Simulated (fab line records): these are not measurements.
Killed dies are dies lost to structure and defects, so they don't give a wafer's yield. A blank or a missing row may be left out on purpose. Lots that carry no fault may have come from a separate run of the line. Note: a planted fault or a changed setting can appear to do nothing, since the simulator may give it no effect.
Problem report in the 8D (eight disciplines) form, filled by code -- flow sky130 -- the parts of the form that need people (team, actions taken, sign-off) are left out

== 1. WHAT IS WRONG ==
At SKY_CONTACT_ETCH_16, oes product au averages 0.884 a.u. over 5 wafers from 3 lots, while fault-free wafers read 0.855 a.u., standard deviation 0.0046. That is +6.2 standard deviations from the usual mean.
The step: etches BARC in N2/H2, stops on SiO2, time 45.9 s, target depth 60 nm.
The first sign was on wafer L536.2 at day 36 18:40, on rie diel-01. At this step, 39 wafers from 14 lots have a number in the record. Rule for "out" (also "out of limits"): further than 4 standard deviations from the usual mean. The rest of the wafers with a number are treated as sound.

== 2. WHAT THIS IS AND IS NOT ==
question,is,is not
which readings at this step,oes product au,drypump motor current A
which lots,"L536, L537, L538","L520, L521, L522, L523, L524, L525, L526, L527, L528, L542, L543"
which wafers of those lots,"L536.2, L536.4, L537.2, L537.4, L538.4",L538.3
read on which tools,"rie diel-01, rie diel-03, rie diel-04",-
when,from day 36 18:40,"up to then (27 sound wafers); but 7 sound wafers of L538, L542, L543 came after"

== 3. THE SUSPECTS, EACH WITH WHAT RULES IT OUT ==
Counting: any tool at a process step up to the reading remains a suspect provided it ran every lot that is out. Sound lots after the first of them don't rule it out here, since some wafers of a struck lot are sound.
- litho track-02 at SKY_CONTACT_COAT_08 (resist thk 60 nm): kept. It ran every lot that is out, first L536 (day 36 05:44); its last sound lot up to then is L528 (day 33 21:28).
Remaining after the count: litho track-02 at SKY_CONTACT_COAT_08.

== 4. THE CAUSE (what the simulator had put in) ==
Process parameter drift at SKY_CONTACT_COAT_08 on litho track-02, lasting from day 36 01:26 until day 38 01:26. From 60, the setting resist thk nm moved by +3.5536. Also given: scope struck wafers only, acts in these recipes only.
After counting, this tool was the only one left.

== 5. THE CHAIN OF EFFECTS, in route order ==
Each row: a reading whose mean over the struck wafers that have a number lies more than 3 standard deviations from the usual. Only readings whose record carries a usual standard deviation are examined. hours: median over the lots of the time between each lot's start at the first step of this table that gives one and its start at this step. sigmas: the change, counted in usual standard deviations.
hours,step,reading,usual,on struck wafers,change,sigmas
0,SKY_CONTACT_ETCH_16,oes product au,0.855 a.u.,0.884,+0.029,+6.2
The process steps in it:
- SKY_CONTACT_ETCH_16: etches BARC in N2/H2, stops on SiO2, time 45.9 s, target depth 60 nm.
At these later measuring or inspecting steps, every struck wafer for which the step has a row has a number for every such reading, and none has moved that far: SKY_METAL1_CD_MEAS_15, SKY_METAL1_OVL_MEAS_16.

== 6. HOW IT WOULD HAVE BEEN CAUGHT EARLIER ==
17 hours passed between the start of the fault at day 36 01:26 and the first reading out of limits in this record, taken at day 36 18:40.
Lots out: 3; of these, L538 started SKY_CONTACT_COAT_08 on litho track-02 after day 36 18:40. It would have been spared by a hold on the tool at that moment.
